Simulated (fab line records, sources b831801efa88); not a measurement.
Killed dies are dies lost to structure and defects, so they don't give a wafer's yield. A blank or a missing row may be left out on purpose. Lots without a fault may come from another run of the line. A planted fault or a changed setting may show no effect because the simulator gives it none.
fab line records | flow sky130
record lots=12 wafers=36 last_day=50
route steps=708 shown LI_CONTACT@381 CONTACT@415 METAL1@449
lots that met no fault: from a run of the same line without faults
start_h: hours from the record's first day to the start of the lot's first wafer shown | wait_h: hours since the lot's step before | " the same as in the row above | L1.1+2: a row that stands for several wafers | - no value, or no start given | * or withheld: withheld | < > ~ a bound
route shown NAME@n: a module of which the file shows steps, and the number in the route of the first | usual: mean/standard deviation of fault-free wafers | same: alike in all rows | chamber/n: place in a boat | sites: the reading at each site | _std_site: their standard deviation | _edge_site: outer sites' mean less inner sites' | radius_mm: how far each site lies from the wafer's centre | mask NAME#n: copy n | behind: the tool/chamber that last shaped the wafer | hold: why the lot was held/for how many hours/how that ended | device: the transistor (n, p or np) that didn't switch | end of line: the same wafers' tests at the end of the route | a step without rows: its recipe alone | killed: dies lost to structure and defects at the first sort, not the wafer's yield | map: a wafer's dies, x killed, . not, _ none there
set.NAME: the setting as run; set.NAME@STEP: as run at that earlier step | model.NAME: the simulator's own value behind a step, which no gauge read
steps of the route over a sample of lots; a table a step, a row a wafer
services: from which hour (start_h, from the record's first day; less than 0 if before it) a tool's chamber was out of use, for how many hours, and why
## steps
# step SKY_LI_CONTACT_SPUTTER_19
# recipe material=Ti target_thk_nm=20 chamber_pressure_pa=5 power_w=2500 substrate_temp_c=200 time_s=106.37
# usual throttle_valve_pct=30.1/1.3
# columns lot.wafer tool chamber start_h wait_h throttle_valve_pct
L328.2 pvd_sputter-02 - 695.93 0.0 29.8
L328.3 " - " " 33.1
L328.6 " - " " 29.5
L329.3 pvd_sputter-02 - 706.75 0.0 29.8
L329.5 " - " " 30.7
L329.6 " - " " 32.1
L330.3 pvd_sputter-01 - 719.03 0.0 29.5
L330.4 " - " " 29.7
L330.5 " - " " 29.5
L333.2 pvd_sputter-02 - 740.66 0.0 29.5
L333.4 " - " " 33.1
L333.6 " - " " 29.6
L335.2 pvd_sputter-04 - 747.36 0.0 28.3
L335.5 " - " " 28.0
L335.6 " - " " 30.5
L339.2 pvd_sputter-04 - 775.79 0.0 30.7
L339.5 " - " " 28.0
L339.6 " - " " 29.3
L341.1 pvd_sputter-04 - 785.33 0.0 30.7
L341.2 " - " " 29.3
L341.3 " - " " 29.8
L342.3 pvd_sputter-02 - 790.54 0.0 29.5
L342.4 " - " " 32.8
L342.5 " - " " 29.5
L343.2 pvd_sputter-04 - 799.91 0.0 29.2
L343.3 " - " " 30.7
L343.5 " - " " 29.6
L346.1 pvd_sputter-04 - 820.07 0.0 29.9
L346.3 " - " " 29.2
L346.5 " - " " 28.1
L347.2 pvd_sputter-04 - 826.02 0.0 30.6
L347.3 " - " " 29.1
L347.5 " - " " 28.0
L349.1 pvd_sputter-01 - 840.57 0.0 29.7
L349.3 " - " " 30.6
L349.4 " - " " 29.6
# step SKY_CONTACT_COAT_09
# recipe resist=KrF-thick spin_rpm=3000 resist_thk_nm=450
# usual dispense_pressure_kPa=50/3.9 resist_line_temp_C=23.00/0.11
# columns lot.wafer tool chamber start_h wait_h dispense_pressure_kPa resist_line_temp_C
L328.2 litho_track-01 0 739 - 47 22.99
L328.3 " 0 " " 47 23.08
L328.6 " 0 " " 47 22.90
L329.3 litho_track-01 0 750 - 47 22.98
L329.5 " 0 " " 47 23.05
L329.6 " 0 " " 47 23.11
L330.3 litho_track-03 0 763 - 56 22.98
L330.4 " 0 " " 56 23.04
L330.5 " 0 " " 56 23.12
L333.2 litho_track-03 0 783 - 56 22.82
L333.4 " 0 " " 56 22.85
L333.6 " 0 " " 56 22.78
L335.2 litho_track-03 0 789 - 56 22.99
L335.5 " 0 " " 56 22.92
L335.6 " 0 " " 56 22.92
L339.2 litho_track-02 0 816 - 47 23.18
L339.5 " 0 817 - 47 23.06
L339.6 " 0 " " 47 23.06
L341.1 litho_track-01 0 826 - 47 22.87
L341.2 " 0 " " 47 22.90
L341.3 " 0 " " 47 22.82
L342.3 litho_track-01 0 831 - 47 23.01
L342.4 " 0 " " 47 23.12
L342.5 " 0 " " 47 22.96
L343.2 litho_track-02 0 840 - 47 22.92
L343.3 " 0 " " 47 23.15
L343.5 " 0 " " 47 23.02
L346.1 litho_track-02 0 860 - 47 23.02
L346.3 " 0 " " 47 22.98
L346.5 " 0 " " 47 23.07
L347.2 litho_track-01 0 866 - 47 23.09
L347.3 " 0 " " 47 23.12
L347.5 " 0 " " 47 22.93
L349.1 litho_track-03 0 880 - 56 22.98
L349.3 " 0 881 - 56 23.18
L349.4 " 0 " " 56 23.01
# step SKY_CONTACT_STRIP_19
# recipe chemistry=O2/N2 power_w=1400 pressure_mtorr=1500 platen_temp_c=withheld o2_flow_sccm=3000 n2_flow_sccm=300 overash_fraction=0.5
# usual drypump_motor_current_A=5.60/0.25 oes_product_au=0.381/0.0047 strip_time_to_endpoint_s=3.63/0.034
# columns lot.wafer tool chamber start_h wait_h drypump_motor_current_A oes_product_au rf_hours_counter_h strip_time_to_endpoint_s
L328.2 plasma_asher-01 0 753.01 - 5.53 0.384 56 3.67
L328.3 " 0 " " 5.53 0.377 - 3.65
L328.6 " 1 " " 5.74 0.374 - 3.64
L329.3 plasma_asher-01 1 764.84 - 5.76 0.381 - 3.61
L329.5 " 1 " " 5.75 0.377 - 3.63
L329.6 " 0 " " 5.53 0.378 - 3.62
L330.3 plasma_asher-04 1 777.04 - 5.93 0.380 - 3.63
L330.4 " 0 " " 5.44 0.381 - 3.63
L330.5 " 1 " " 5.92 0.388 - 3.65
L333.2 plasma_asher-01 0 797.11 - 5.54 0.364 61 3.06
L333.4 " 1 " " 5.74 0.362 - 3.11
L333.6 " 0 " " 5.56 0.378 - 3.60
L335.2 plasma_asher-01 0 802.25 - 5.57 0.358 62 3.04
L335.5 " 1 " " 5.66 0.359 - 3.05
L335.6 " 0 " " 5.56 0.382 - 3.58
L339.2 plasma_asher-01 1 830.54 - 5.72 0.380 64 3.62
L339.5 " 1 " " 5.75 0.392 - 3.66
L339.6 " 0 " " 5.55 0.382 - 3.65
L341.1 plasma_asher-04 1 839.88 - 5.92 0.377 9 3.61
L341.2 " 0 " " 5.44 0.393 9 3.65
L341.3 " 0 " " 5.44 0.381 - 3.67
L342.3 plasma_asher-04 1 845.53 - 5.90 0.382 - 3.65
L342.4 " 0 " " 5.40 0.383 - 3.61
L342.5 " 0 " " 5.41 0.380 - 3.59
L343.2 plasma_asher-03 1 853.85 - 5.85 0.376 110 3.62
L343.3 " 1 " " 5.87 0.381 - 3.63
L343.5 " 0 " " 5.16 0.392 - 3.69
L346.1 plasma_asher-03 0 874.85 - 5.13 0.377 111 3.68
L346.3 " 0 " " 5.12 0.379 - 3.61
L346.5 " 1 " " 5.85 0.391 - 3.66
L347.2 plasma_asher-01 0 879.48 - 5.55 0.379 69 3.65
L347.3 " 0 " " 5.55 0.376 - 3.66
L347.5 " 0 " " 5.57 0.386 - 3.63
L349.1 plasma_asher-04 1 893.86 - 5.91 0.381 14 3.59
L349.3 " 1 " " 5.90 0.380 - 3.59
L349.4 " 0 " " 5.41 0.378 - 3.66
# step SKY_METAL1_CD_MEAS_15
# recipe target_cd_nm=140
# usual cd_nm=139.9/1.3
# columns lot.wafer tool chamber start_h wait_h cd_nm
L328.2 cd_sem-02 - 782.29 - 139.8
L328.3 " - " " 137.9
L328.6 " - " " 139.0
L329.3 cd_sem-01 - 793.76 - 141.5
L329.5 " - " " 141.0
L329.6 " - " " 141.0
L330.3 cd_sem-02 - 804.57 - 139.9
L330.4 " - " " 140.9
L330.5 " - " " 140.6
L333.2 cd_sem-02 - 824.93 - 138.9
L333.4 " - " " 139.3
L333.6 " - " " 138.7
L335.2 cd_sem-01 - 829.89 - 140.0
L335.5 " - " " 139.4
L335.6 " - " " 138.7
L339.2 cd_sem-02 - 856.79 - 140.5
L339.5 " - " " 140.6
L339.6 " - " " 140.6
L341.1 cd_sem-01 - 866.28 - 139.0
L341.2 " - " " 138.5
L341.3 " - " " 138.9
L342.3 cd_sem-01 - 873.00 - 140.2
L342.4 " - " " 142.0
L342.5 " - " " 141.2
L343.2 cd_sem-02 - 879.78 - 140.1
L343.3 " - " " 139.6
L343.5 " - " " 139.9
L346.1 cd_sem-02 - 901.03 - 139.0
L346.3 " - " " 138.3
L346.5 " - " " 137.3
L347.2 cd_sem-01 - 905.79 - 139.7
L347.3 " - " " 138.2
L347.5 " - " " 138.2
L349.1 cd_sem-01 - 920.46 - 139.6
L349.3 " - " " 140.1
L349.4 " - " " 139.7
# step SKY_METAL1_METAL_ETCH_19
# recipe target_depth_a=3600 stop_on=SiO2 over_etch_frac=0.3 time_s=78 chemistry=Cl2/BCl3 resist_sidewall_deg=88 pressure_mtorr=10 icp_w=900 bias_w=48.5 Cl2_flow_sccm=60 bcl3_flow_sccm=30
# usual drypump_motor_current_A=5.6/0.46 he_backside_leak_sccm=3.37/0.21 oes_product_au=0.855/0.0059 throttle_valve_pct=22.265/0.0089
# columns lot.wafer tool chamber start_h wait_h drypump_motor_current_A he_backside_leak_sccm oes_product_au rf_hours_counter_h throttle_valve_pct
L328.2 rie_metal-04 1 782.52 0.0 6.1 3.26 0.854 12 22.259
L328.3 " 0 " " 5.0 3.55 0.863 - 22.260
L328.6 " 1 " " 6.1 3.20 0.857 - 22.254
L329.3 rie_metal-04 1 794.00 0.1 6.1 3.12 0.860 - 22.261
L329.5 " 0 " " 5.0 3.43 0.849 - 22.273
L329.6 " 1 " " 6.1 3.22 0.854 - 22.256
L330.3 rie_metal-04 0 804.81 0.1 5.0 3.52 0.861 - 22.256
L330.4 " 1 " " 6.1 3.30 0.854 - 22.278
L330.5 " 0 " " 5.0 3.58 0.852 - 22.277
L333.2 rie_metal-04 1 825.16 0.0 6.1 3.23 0.870 14 22.263
L333.4 " 0 " " 5.0 3.34 0.851 - 22.268
L333.6 " 0 " " 5.0 3.39 0.863 - 22.267
L335.2 rie_metal-04 1 830.12 0.0 6.1 3.34 0.856 14 22.267
L335.5 " 1 " " 6.1 3.22 0.858 - 22.280
L335.6 " 0 " " 5.0 3.47 0.857 - 22.265
L339.2 rie_metal-02 1 857.02 0.0 5.5 3.38 0.841 13 22.265
L339.5 " 0 " " 5.9 3.35 0.852 - 22.261
L339.6 " 1 " " 5.5 3.36 0.854 - 22.262
L341.1 rie_metal-04 0 866.53 0.0 5.0 3.55 0.853 15 22.260
L341.2 " 1 " " 6.1 3.27 0.851 16 22.262
L341.3 " 1 " " 6.2 3.25 0.857 - 22.276
L342.3 rie_metal-02 1 873.24 0.1 5.6 3.31 0.859 - 22.280
L342.4 " 0 " " 5.9 3.21 0.849 - 22.273
L342.5 " 1 " " 5.6 3.32 0.856 - 22.262
L343.2 rie_metal-02 1 880.01 0.0 5.5 3.43 0.865 14 22.263
L343.3 " 0 " " 5.9 3.31 0.844 - 22.264
L343.5 " 0 " " 5.9 3.36 0.851 - 22.273
L346.1 rie_metal-02 0 901.38 0.1 5.9 3.24 0.856 9 22.262
L346.3 " 0 " " 5.9 3.14 0.860 - 22.253
L346.5 " 0 " " 5.9 3.27 0.858 - 22.260
L347.2 rie_metal-04 0 906.14 0.1 5.0 3.42 0.851 - 22.253
L347.3 " 0 " " 5.0 3.45 0.861 - 22.258
L347.5 " 0 " " 5.0 3.45 0.852 - 22.273
L349.1 rie_metal-02 0 920.81 0.1 5.9 3.24 0.849 10 22.249
L349.3 " 0 " " 5.9 3.22 0.851 - 22.276
L349.4 " 0 " " 5.9 3.25 0.854 - 22.270
## services
# columns tool chamber start_h hours kind
plasma_asher-01 - 703.80 2.8 pm
rie_metal-04 1 705.72 7.5 repair
plasma_asher-04 - 733.75 9.0 pm
pvd_sputter-04 - 740.27 6.1 repair
plasma_asher-03 - 764.58 2.8 pm
rie_metal-04 - 775.01 0.3 repair
plasma_asher-04 - 795.17 9.1 repair
pvd_sputter-02 - 796.10 2.3 repair
pvd_sputter-01 - 802.79 0.7 repair
rie_metal-04 - 806.64 0.5 repair
rie_metal-02 - 809.07 38.9 repair
pvd_sputter-04 3 832.59 - consumable_replace:kit
pvd_sputter-04 3 832.59 18.0 scheduled_down
pvd_sputter-04 3 832.59 18.0 vent_cycle
rie_metal-04 0 833.56 19.6 repair
rie_metal-02 0 838.57 2.9 repair
rie_metal-04 1 860.52 4.6 repair
plasma_asher-03 - 877.54 2.7 repair
pvd_sputter-01 - 887.20 4.6 repair
pvd_sputter-04 - 890.47 2.5 repair
rie_metal-04 1 897.34 - clean
rie_metal-04 1 897.34 15.6 scheduled_down
rie_metal-04 1 897.34 15.6 vent_cycle
rie_metal-02 1 898.87 - clean
## key
first_sign step=SKY_CONTACT_STRIP_19 reading=strip_time_to_endpoint_s direction=down sigmas=16 usual=* struck=*
effect step=SKY_CONTACT_STRIP_19 reading=oes_product_au direction=down sigmas=4.4 usual=0.381 struck=0.361
met_at SKY_CONTACT_COAT_09
struck_lots L333,L335
struck_wafers L333.2,L333.4,L335.2,L335.5
tester_left_out L333,L335
not_acting_at SKY_LI_CONTACT_SPUTTER_19,SKY_METAL1_CD_MEAS_15,SKY_METAL1_METAL_ETCH_19
onset_between 763 783
fault kind=process_parameter_drift tool=litho_track-03 chamber=- onset_h=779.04 steps=SKY_CONTACT_COAT_09 channel=resist_thk_nm offset=-51.414 shape=step end_h=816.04 scope=struck_wafers_only acts_in=these_recipes_only stated=450
# tester_left_out: of these lots the tester's yield and bins aren't shown, on N5 and GAA mostly nor the transistor test; their killed dies are dies lost to structure and defects alone, not to doping, threshold or leakage, so they don't give the yield
